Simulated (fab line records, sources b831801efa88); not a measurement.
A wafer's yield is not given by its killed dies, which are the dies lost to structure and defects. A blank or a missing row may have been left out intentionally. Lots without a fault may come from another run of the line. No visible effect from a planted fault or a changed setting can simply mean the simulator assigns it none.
Which tool was responsible? ; flow sky130 ; 6 lots, 18 wafers sampled, at 1 step of a route of 708

== WHAT EACH GAUGE READ, for each wafer ==
SKY_LI_CONTACT_RS_MEAS_22: uses a four-point probe to measure.
lot;measured;on;LI_CONTACT_W_RS (ohm/sq)
L481;day 30 21:37;film_metro-02;0.2901 0.2896 0.2870
L483;day 31 17:13;film_metro-03;0.2887 0.2875 0.2865
L487;day 33 05:05;film_metro-03;0.2883 0.2846 0.2840
L489;day 33 20:44;film_metro-01;0.2888 0.2857 0.2856
L496;day 36 04:49;film_metro-02;0.2913 0.2920 0.2904
L498;day 36 13:41;film_metro-02;0.2916 0.2871 0.2895

== EACH LOT AND THE TOOL THAT RAN IT (in order: tool; ch and the chambers of the sampled wafers; start) ==
The record holds no process step before these readings.

== THE ANSWER, worked out from the rows above alone ==
Rule: the lots themselves supply what counts as usual. Put in order of their means at a reading, lots are off if they are a third of the lots or fewer, leave a main group of 4 or more, and stand apart from it by a gap of 3 or more times the standard deviation of the main group's means; of several such gaps the widest counts. Not used: any main group whose means are identical at the precision the tables above print for the reading. A lot without any number at a reading at which 4 lots or more have one is off too. Where the step has rows for the other lots, those lots are counted as sound.
Across all readings shown, no lot is off: no conclusion can be drawn from this.

== WHAT THE SIMULATOR PUT IN ==
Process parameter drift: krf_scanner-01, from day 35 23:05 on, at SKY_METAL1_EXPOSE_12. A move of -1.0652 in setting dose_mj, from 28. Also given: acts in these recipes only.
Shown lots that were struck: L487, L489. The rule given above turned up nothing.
